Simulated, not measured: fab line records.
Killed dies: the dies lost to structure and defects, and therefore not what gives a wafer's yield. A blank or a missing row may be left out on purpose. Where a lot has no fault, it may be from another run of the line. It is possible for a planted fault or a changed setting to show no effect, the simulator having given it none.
Struck lot and sound lot, side by side || flow gf180mcu || 15 steps out of a route of 602
Sound: these wafers, L114.1, L114.2, L114.6. Wafers struck: L117.2, L117.3, L117.6. At the end, the cause is stated.
Order at every step that has rows: each side's tool, ch and its chambers, its first start. Under that, the readings that differ: sound wafers || struck wafers || difference of the means || sigmas: that difference in standard deviations of wafers without a fault.
alike: readings with means less than 2 such deviations apart, plus words and numbers identical on both sides. not compared: withheld readings, readings lacking a value on some wafer, bounds such as >300 that could conceal the same value, and numbers that have no deviation in the record and whose values overlap.
A row with sigmas, a row that says differs or no value, or rows on one side alone: a step with any of these is where the two part. When numbers do not overlap yet have no deviation, they are printed without sigmas and do not part them. A reading that every wafer of one side lacks parts them only if that side has two wafers or more.

GF_M4_SPUTTER_01: material TiN, target thk 30 nm, time 25 s.
  sound: pvd-sputter-01 at day 27 12:35; struck: pvd-sputter-03 at day 28 14:46
  alike: throttle-valve-pct
GF_M4_SPUTTER_02: material AlCu, target thk 450 nm, time 23.9 s.
  sound: pvd-sputter-01 at day 27 12:37; struck: pvd-sputter-03 at day 28 14:47
  alike: throttle-valve-pct
GF_M4_SPUTTER_03: material Ti, target thk 10 nm, time 6.7 s.
  sound: pvd-sputter-01 at day 27 12:39; struck: pvd-sputter-03 at day 28 14:49
  alike: throttle-valve-pct
GF_M4_SPUTTER_04: material TiN, target thk 50 nm, time 41.7 s.
  sound: pvd-sputter-01 at day 27 12:40; struck: pvd-sputter-03 at day 28 14:50
  alike: throttle-valve-pct
GF_M4_RS_MEAS_05: a four-point-probe measurement.
  sound: film-metro-03 at day 27 12:43; struck: film-metro-03 at day 28 14:54
  alike: M4_ALCU_RS
GF_M4_THK_MEAS_06: measures by xrf.
  sound: film-metro-03 at day 27 12:50; struck: film-metro-03 at day 28 15:01
  alike: M4_ALCU_THK
then, 6 steps without rows for these wafers: GF_M4_DEHYDRATE_07 (time 60 s); GF_M4_HMDS_08 (prime time 60 s); GF_M4_COAT_09 (resist thk 1000 nm); GF_M4_SOFTBAKE_10 (time 60 s); GF_M4_EXPOSE_11 (exposes mask Metal4, target cd 280 nm); GF_M4_PEB_12 (peb time 90 s).
GF_M4_DEVELOP_13: develop time 60 s.
  sound on litho-track-04 ch 0, day 28 08:48; struck on litho-track-03 ch 0, day 29 10:08
{"reading": "developer-temp-C (C)", "sound": "21.02 21.09 20.97", "struck": "21.83 21.78 21.87", "difference": "+0.80", "sigmas": "+9"}
GF_M4_CD_MEAS_14: target cd 280 nm.
  sound: cd-sem-01 at day 28 08:57; struck: cd-sem-01 at day 29 10:17
  alike: cd-nm
next, for these wafers, 1 step has no rows: GF_PASSIVATION_PROBE_99.

WHERE THEY PART
GF_M4_DEVELOP_13 only, going by this record. Later steps at which nothing parts them and some readings are alike: GF_M4_CD_MEAS_14.

WHY: the cause the simulator had injected
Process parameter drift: litho-track-03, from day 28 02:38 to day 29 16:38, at GF_M4_DEVELOP_13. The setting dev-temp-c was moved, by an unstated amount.
